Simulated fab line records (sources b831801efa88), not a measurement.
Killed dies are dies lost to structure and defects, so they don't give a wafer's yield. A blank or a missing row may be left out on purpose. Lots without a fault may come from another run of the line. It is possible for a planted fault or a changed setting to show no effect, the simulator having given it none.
Code-filled problem report in 8D (eight disciplines) form -- flow sky130 -- the parts of the form that need people (team, actions taken, sign-off) are left out

1. PROBLEM STATEMENT
Wafers free of any fault read 181.0 nm (standard deviation 1.7) for POLY_GATE_CVD_00_THK at SKY_POLY_GATE_THK_MEAS_01, against a mean of 191.9 nm on 6 wafers of 2 lots. That puts it +6.4 standard deviations away from the usual mean.
First observed at day 17 05:17: wafer L301.3, on film metro-04. The record holds 36 wafers of 12 lots with a number at this step. By rule, "out" or "out of limits" means more than 4 standard deviations away from the usual mean. The rest of the wafers with a number are treated as sound.

2. WHAT IT IS; WHAT IT IS NOT
question,is,is not
which readings at this step,POLY_GATE_CVD_00_THK,-
which lots,"L301, L302","L292, L293, L294, L295, L310, L311, L312, L313, L314, L315"
which wafers of those lots,all that have a number,-
read on which gauges,"film metro-02, film metro-04",film metro-01
when,from day 17 05:17,"up to then (12 sound wafers); but 18 sound wafers of L310, L311, L312, L313, L314, L315 came after"

3. THE SUSPECTS, EACH WITH WHAT RULES IT OUT
Counting: any tool at a process step up to the reading is kept as a suspect provided that every lot that is out went through it and no sound lot did after the first of them.
- the gauge at SKY_POLY_GATE_THK_MEAS_01 has been ruled out. Those wafers that are out were read across 2 gauges (film metro-02, film metro-04).
- lpcvd-01 at SKY_POLY_GATE_CVD_00 (deposits poly-Si, target thk 180 nm, time 720 s): ruled out as a lasting fault. Following L301 (day 17 04:04), the first lot on it that is out, the sound lots L310, L311, L312, L313, L314, L315 were run on it.
Left after counting: nothing in the record.

4. THE CAUSE (what the simulator had put in)
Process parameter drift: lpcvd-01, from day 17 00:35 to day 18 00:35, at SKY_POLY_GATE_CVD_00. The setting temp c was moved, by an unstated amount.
Counting ruled it out, wrongly: the rule takes a fault to strike every lot that its tool runs from its start on, and this one did not.

5. SEQUENCE OF EFFECTS, ordered by route
Each row: a reading whose mean over the struck wafers that have a number lies more than 3 standard deviations from the usual. Scope: only readings with a usual standard deviation given in the record; hours: median across lots of the time from each lot's start at the first step in this table that gives one to its start at this step; sigmas: change in usual standard deviations.
hours,step,reading,usual,on struck wafers,change,sigmas
0,SKY_POLY_GATE_CVD_00,spike tc bottom C,641.9 C,645.6,+3.8,+3.4
0,SKY_POLY_GATE_CVD_00,susceptor temp C,620.02 C,622.69,+2.67,+9.2
1,SKY_POLY_GATE_THK_MEAS_01,POLY_GATE_CVD_00_THK,181.0 nm,191.9,+10.9,+6.4
Process steps it contains:
- SKY_POLY_GATE_CVD_00: deposits poly-Si, target thk 180 nm, time 720 s.
Later steps that measure or inspect, where all struck wafers having a row at the step show a number for every such reading and not one has moved that far: SKY_POLY_GATE_THK_MEAS_21.

6. WHAT WOULD HAVE CAUGHT IT SOONER
5 hours passed between the start of the fault at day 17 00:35 and the first reading out of limits at a measuring or inspecting step in this record, taken at day 17 05:17.
Tool's own readings at SKY_POLY_GATE_CVD_00, susceptor temp C: out on all struck wafers the step has rows for; an alarm limit on them would have tripped on the first.
